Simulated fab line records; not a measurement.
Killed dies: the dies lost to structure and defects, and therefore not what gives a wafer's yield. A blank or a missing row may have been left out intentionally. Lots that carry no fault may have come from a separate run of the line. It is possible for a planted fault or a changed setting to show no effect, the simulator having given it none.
Chamber matching -- flow sky130 -- 4 sister chambers for SKY_VIA1_CMP_02 on cmp-01
The step polishes SiO2. 18 wafers are shown with their chamber, then 9 later ones without.

== WAFERS, EACH WITH ITS CHAMBER ==
wafer,chamber,motor-current-A (A)
L149.1,1,13.9
L149.3,0,11.0
L149.5,3,12.1
L152.2,0,11.0
L152.3,3,13.0
L152.4,2,11.6
L153.2,3,12.4
L153.3,0,11.0
L153.5,0,12.0
L156.2,1,14.0
L156.3,3,11.9
L156.4,0,11.1
L155.1,0,10.5
L155.3,2,11.8
L155.4,3,12.0
L165.3,1,13.7
L165.5,2,11.5
L165.6,1,13.7

SIGNATURES (averages over the wafers above)
reading,chamber 0,chamber 1,chamber 2,chamber 3,scatter within a chamber
motor-current-A,11.100,13.825,11.633,12.280,0.387
Rule: for a wafer and a chamber, the distance is found by dividing, reading by reading, the gap between the wafer's reading and the chamber's mean by the reading's scatter, squaring, summing and taking the root. If the next closest chamber is less than 2 further off than the closest, the wafer can't be placed; otherwise it belongs to the closest. How the scatter is found: for the shown wafers, subtract from each reading the mean of its chamber, square and add these, divide the total by (wafers less chambers), then take the root.

== WAFERS WHOSE CHAMBER IS MISSING ==
wafer,motor-current-A (A)
L167.2,10.8
L167.4,14.3
L167.6,14.3
L168.2,11.7
L168.3,13.7
L168.4,11.9
L171.2,11.8
L171.5,11.8
L171.6,12.4

== CHAMBER TAKEN BY EACH ==
wafer,from the rows above,in truth
L167.2,can't be placed: 0 or 2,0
L167.4,1,1
L167.6,1,1
L168.2,can't be placed: 2 or 3 or 0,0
L168.3,1,1
L168.4,can't be placed: 2 or 3 or 0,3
L171.2,can't be placed: 2 or 3 or 0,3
L171.5,can't be placed: 2 or 3 or 0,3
L171.6,can't be placed: 3 or 2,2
Placed correctly: 3 of 9. From these rows, 6 cannot be placed; in 6 the true chamber is one of the candidates. 0 placed wrongly.
